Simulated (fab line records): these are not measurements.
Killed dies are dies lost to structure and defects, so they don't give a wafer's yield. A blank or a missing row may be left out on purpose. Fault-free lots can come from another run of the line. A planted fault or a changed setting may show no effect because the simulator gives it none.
A struck lot beside a sound one || flow sky130 || 15 out of 708 route steps
Sound: wafers L928.3, L928.4, L928.5. The struck wafers were L939.2, L939.4, L939.5. At the end, the cause is stated.
At each step with rows: each side's tool, then ch and its chambers, then its first start. Under that, the readings that differ: sound wafers || struck wafers || difference of the means || sigmas: that difference in standard deviations of wafers without a fault.
alike: same words and numbers on both sides, and readings whose means sit less than 2 such deviations apart. not compared: any withheld reading, any reading some wafer has no value for, any bound like >300 that may hide the same value, and any number with overlapping values for which the record gives no deviation.
The two part at a step that has a row with sigmas, a row that says differs or no value, or rows on one side only. Numbers that have no deviation but don't overlap get no sigmas and don't part them. A reading missing from all wafers of one side parts the sides only when that side holds two or more wafers.

first, 1 step without rows for these wafers: SKY_CONTACT_ETCH_17 (etches SiO2 in C4F8/O2/Ar, stops on Si3N4, target depth 340 nm).
SKY_CONTACT_ETCH_18: etches Si3N4 in CHF3/O2, stops on TiN, time 39 s, target depth 75 nm.
  sound on rie-diel-03 ch 0,3; struck on rie-diel-03 ch 1,2,3
  alike: bias-w, drypump-motor-current-A, oes-product-au, rf-fwd-power-W, throttle-valve-pct
  not compared: rf-hours-counter-h
SKY_CONTACT_STRIP_19: strips in O2/N2.
  sound on plasma-asher-03 ch 0,1, day 31 19:15; struck on plasma-asher-04 ch 0,1, day 34 20:42
  alike: drypump-motor-current-A, oes-product-au, strip-time-to-endpoint-s
  not compared: rf-hours-counter-h
then, 3 steps without rows for these wafers: SKY_CONTACT_STRIP_20 (strips in post etch residue remover, time 1200 s); SKY_CONTACT_CLEAN_21 (cleans in IPA, time 180 s); SKY_CONTACT_CLEAN_22 (cleans in O3/DIW).
SKY_CONTACT_SPUTTER_23: material TiN, target thk 20 nm, time 80 s.
  struck on pvd-sputter-01, day 34 21:17; sound on pvd-sputter-03, day 31 19:48
  alike: throttle-valve-pct
then, 1 step without rows for these wafers: SKY_CONTACT_CVD_24 (deposits W, target thk 340 nm, time 102.12 s).
SKY_CONTACT_RS_MEAS_25: measurement is done with a four-point probe.
  struck on film-metro-01, day 34 21:29; sound on film-metro-04, day 31 20:01
  alike: CONTACT_W_RS
SKY_CONTACT_THK_MEAS_26: measures by xrf.
  struck on film-metro-01, day 34 21:35; sound on film-metro-04, day 31 20:07
  alike: CONTACT_W_THK
SKY_CONTACT_CMP_27: polishes, stops on SiO2, t overpolish 15 s, target thk 0 nm.
  sound on cmp-01 ch 1,2,3, day 31 20:16; struck on cmp-02 ch 0,2,3, day 34 21:38
  alike: motor-current-A, overpolish-run-s, time-to-endpoint-s
SKY_METAL1_SPUTTER_00: material Ti, target thk 15 nm, time 10 s.
  struck on pvd-sputter-01, day 34 21:56; sound on pvd-sputter-01, day 31 20:28
  alike: throttle-valve-pct
SKY_METAL1_SPUTTER_01: material TiN, target thk 20 nm, time 16.7 s.
  struck on pvd-sputter-01, day 34 21:58; sound on pvd-sputter-01, day 31 20:29
{"reading": "model.TiN_of_METAL1_SPUTTER_01.thk-nm (nm)", "sound": "20.17 20.17 19.93", "struck": "18.22 18.31 18.53", "difference": -1.74, "sigmas": ""}
  alike: throttle-valve-pct
then, 1 step without rows for these wafers: SKY_METAL1_SPUTTER_02 (material AlCu, target thk 250 nm, time 13.3 s).
-- the record jumps here: 13 days lie between the struck wafers' starts before and after (it left off in module METAL1 and takes up again in module PAD_OPEN, whose first step shown is number 708 of the route) --
SKY_PAD_OPEN_PROBE_99:
  rows exist in the record for the struck wafers here (prober-01, day 48 03:07), but not for the sound ones

== WHERE THEY PART ==
Within this record, at SKY_PAD_OPEN_PROBE_99 only.

WHY: whatever the simulator had introduced
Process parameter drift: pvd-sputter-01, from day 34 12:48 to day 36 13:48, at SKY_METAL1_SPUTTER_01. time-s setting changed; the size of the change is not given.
